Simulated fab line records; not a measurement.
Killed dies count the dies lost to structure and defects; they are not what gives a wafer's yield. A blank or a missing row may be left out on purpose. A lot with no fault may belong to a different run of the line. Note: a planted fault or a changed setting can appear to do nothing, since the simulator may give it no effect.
What tool caused it? | flow gf180mcu | 14 lots, 41 wafers sampled, at 5 steps of a route of 602

WHAT THE GAUGES READ, wafer by wafer
GF_POLY_GATE_THK_MEAS_17. Usual: for POLY_GATE_OXIDATION_THK the level is 4.03 nm and the standard deviation is 0.06.
lot  | measured     | on            | POLY_GATE_OXIDATION_THK (nm) | flag
L123 | day 9 10:46  | film_metro-01 | 4.00 4.02 3.97               |
L125 | day 10 01:52 | film_metro-02 | 4.07 4.02 4.11               |
L126 | day 10 10:40 | film_metro-01 | 4.04 4.13 4.11               |
L127 | day 10 14:52 | film_metro-04 | 4.07 4.07 4.05               |
L128 | day 10 16:29 | film_metro-02 | 3.96 3.96 3.99               |
L129 | day 10 23:13 | film_metro-02 | 4.01 4.08 4.07               |
L130 | day 11 08:49 | film_metro-02 | 4.05 4.10 4.05               |
L136 | day 13 05:32 | film_metro-01 | 3.99 4.04 4.08               |
L137 | day 13 10:58 | film_metro-04 | 4.10 4.07 4.05               |
L139 | day 14 00:36 | film_metro-01 | 4.02 3.98                    |
L140 | day 14 07:49 | film_metro-02 | 4.01 4.08 4.00               |
L142 | day 14 18:20 | film_metro-01 | 3.96 4.07 3.96               |
L144 | day 15 14:00 | film_metro-04 | 3.88 3.87 3.94               |
L145 | day 15 16:55 | film_metro-01 | 4.02 4.18 3.99               |

GF_SAB_OVL_MEAS_10. Usual: for SAB_OVL the level is 0.2 nm and the standard deviation is 1.5.
lot  | measured     | on         | SAB_OVL (nm)   | flag
L123 | day 15 09:45 | overlay-02 | 0.3 0.9 -0.6   |
L125 | day 16 02:11 | overlay-01 | 2.0 0.9 1.6    |
L126 | day 16 11:24 | overlay-01 | 0.5 1.6 1.1    |
L127 | day 16 17:49 | overlay-02 | -1.4 -0.8 0.1  |
L128 | day 16 19:35 | overlay-01 | 2.3 1.1 2.7    |
L129 | day 17 04:42 | overlay-02 | 2.7 0.1 0.1    |
L130 | day 17 17:00 | overlay-02 | -1.8 -2.6 -3.0 |
L136 | day 20 00:49 | overlay-01 | -0.2 0.6 1.8   |
L137 | day 20 08:37 | overlay-02 | -1.4 -1.3 0.3  |
L139 | day 20 22:21 | overlay-01 | 1.0 0.0        |
L140 | day 21 07:56 | overlay-01 | -0.2 -0.9 0.8  |
L142 | day 21 20:05 | overlay-01 | 0.2 0.2 0.4    |
L144 | day 22 16:54 | overlay-02 | -0.7 0.0 1.5   |
L145 | day 22 20:35 | overlay-01 | 1.3 0.3 0.5    |

GF_CONTACT_RS_MEAS_25: uses a four-point probe to measure. Usual: for CONTACT_W_RS the level is 0.382 ohm/sq and the standard deviation is 0.0055.
lot  | measured     | on            | CONTACT_W_RS (ohm/sq) | flag
L123 | day 16 11:03 | film_metro-03 | 0.385 0.386 0.383     |
L125 | day 17 02:59 | film_metro-02 | 0.388 0.388 0.388     |
L126 | day 17 12:57 | film_metro-03 | 0.389 0.389 0.392     |
L127 | day 17 19:38 | film_metro-03 | 0.392 0.389 0.391     |
L128 | day 17 20:35 | film_metro-02 | 0.391 0.389 0.390     |
L129 | day 18 06:44 | film_metro-03 | 0.387 0.389 0.386     |
L130 | day 18 19:06 | film_metro-04 | 0.381 0.377 0.376     |
L136 | day 21 03:35 | film_metro-03 | 0.382 0.379 0.373     |
L137 | day 21 10:56 | film_metro-02 | 0.373 0.375 0.381     |
L139 | day 22 00:19 | film_metro-02 | 0.385 0.379           |
L140 | day 22 09:42 | film_metro-02 | 0.379 0.378 0.378     |
L142 | day 22 22:02 | film_metro-03 | 0.382 0.374 0.373     |
L144 | day 23 18:13 | film_metro-04 | 0.379 0.383 0.373     |
L145 | day 23 21:08 | film_metro-04 | 0.375 0.379 0.382     |

TOOL THAT RAN EACH LOT (tool first, then ch and the chambers of the sampled wafers, then the start)
lot  | GF_LVPWELL_COAT_02               | GF_LVPWELL_STRIP_10
L123 | litho_track-03 ch 0, day 3 18:21 | plasma_asher-04 ch 0,1, day 4 01:19
L125 | litho_track-03 ch 0, day 4 05:49 | plasma_asher-04 ch 0,1, day 4 13:22
L126 | litho_track-03 ch 0, day 4 11:07 | plasma_asher-04 ch 0,1, day 4 18:35
L127 | litho_track-02 ch 0, day 4 13:38 | plasma_asher-03 ch 0,1, day 4 21:18
L128 | litho_track-02 ch 0, day 4 17:59 | plasma_asher-01 ch 0,1, day 5 01:16
L129 | litho_track-03 ch 0, day 4 22:57 | plasma_asher-04 ch 0,1, day 5 06:41
L130 | litho_track-02 ch 0, day 5 04:29 | plasma_asher-04 ch 0,1, day 5 11:50
L136 | litho_track-02 ch 0, day 6 16:56 | plasma_asher-03 ch 0,1, day 7 01:04
L137 | litho_track-02 ch 0, day 6 19:05 | plasma_asher-03 ch 0,1, day 7 04:04
L139 | litho_track-02 ch 0, day 7 08:05 | plasma_asher-04 ch 0,1, day 7 16:52
L140 | litho_track-03 ch 0, day 7 12:54 | plasma_asher-01 ch 0,1, day 7 21:26
L142 | litho_track-03 ch 0, day 7 23:48 | plasma_asher-03 ch 0,1, day 8 08:12
L144 | litho_track-03 ch 0, day 8 09:51 | plasma_asher-04 ch 0,1, day 8 18:11
L145 | litho_track-01 ch 0, day 8 15:44 | plasma_asher-01 ch 0,1, day 9 00:07
- GF_LVPWELL_COAT_02: resist thk 3000 nm.
- GF_LVPWELL_STRIP_10: strips in O2/N2.

WHAT THE TOOLS THEMSELVES READ (means of the sampled wafers that have a number; where no wafer has one, the mark that the record gives instead)
GF_LVPWELL_STRIP_10. Usual: drypump_motor_current_A 5.8 A, standard deviation 0.33; heater_power_w 319 W, standard deviation 45; oes_product_au 0.723 a.u., standard deviation 0.0044; strip_time_to_endpoint_s 36.96 s, standard deviation 0.097.
lot  | tool            | drypump_motor_current_A (A) | heater_power_w (W) | oes_product_au (a.u.) | strip_time_to_endpoint_s (s) | flag
L123 | plasma_asher-04 | 5.7                         | 304                | 0.721                 | 36.96                        |
L125 | plasma_asher-04 | 5.7                         | 313                | 0.725                 | 36.96                        |
L126 | plasma_asher-04 | 5.6                         | 278                | 0.723                 | 36.99                        |
L127 | plasma_asher-03 | 5.5                         | 385                | 0.723                 | 37.02                        |
L128 | plasma_asher-01 | 6.2                         | 301                | 0.723                 | 36.88                        |
L129 | plasma_asher-04 | 5.6                         | 283                | 0.719                 | 37.06                        |
L130 | plasma_asher-04 | 5.6                         | 284                | 0.718                 | 37.00                        |
L136 | plasma_asher-03 | 5.6                         | 368                | 0.725                 | 36.91                        |
L137 | plasma_asher-03 | 5.5                         | 387                | 0.722                 | 32.32                        | OFF
L139 | plasma_asher-04 | 5.7                         | 296                | 0.718                 | 23.05                        | OFF
L140 | plasma_asher-01 | 6.2                         | 300                | 0.725                 | 36.98                        |
L142 | plasma_asher-03 | 5.6                         | 372                | 0.725                 | 36.77                        |
L144 | plasma_asher-04 | 5.7                         | 302                | 0.722                 | 36.90                        |
L145 | plasma_asher-01 | 6.0                         | 319                | 0.728                 | 37.01                        |

THE ANSWER, worked out from the rows above alone
Rule: a lot counts as off when the mean over its wafers that have a number is more than 3 standard deviations away from the usual mean. A lot without any number at a reading at which 4 lots or more have one is off too. Any other lot the step has rows for is counted as sound. First the gauges in route order, then the tools' own readings, where a lot's mean is used as printed above. The first step at which some lot is off is used, and at that step the reading that is off furthest; a lot without a number counts as furthest.
Off at GF_LVPWELL_STRIP_10 (strip_time_to_endpoint_s): L137, L139.
If a tool, at that step or one of the process steps before it, ran each lot that is off and ran no sound lot following the first of them, it fits. One fits: GF_LVPWELL_COAT_02 on litho_track-02. Its last sound lot is L136 (day 6 16:56), its first lot that is off L137 (day 6 19:05): a fault that began between those two fits.

WHAT THE SIMULATOR HAD INSERTED
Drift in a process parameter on litho_track-02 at GF_LVPWELL_COAT_02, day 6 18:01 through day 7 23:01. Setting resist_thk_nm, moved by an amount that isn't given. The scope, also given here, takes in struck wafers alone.
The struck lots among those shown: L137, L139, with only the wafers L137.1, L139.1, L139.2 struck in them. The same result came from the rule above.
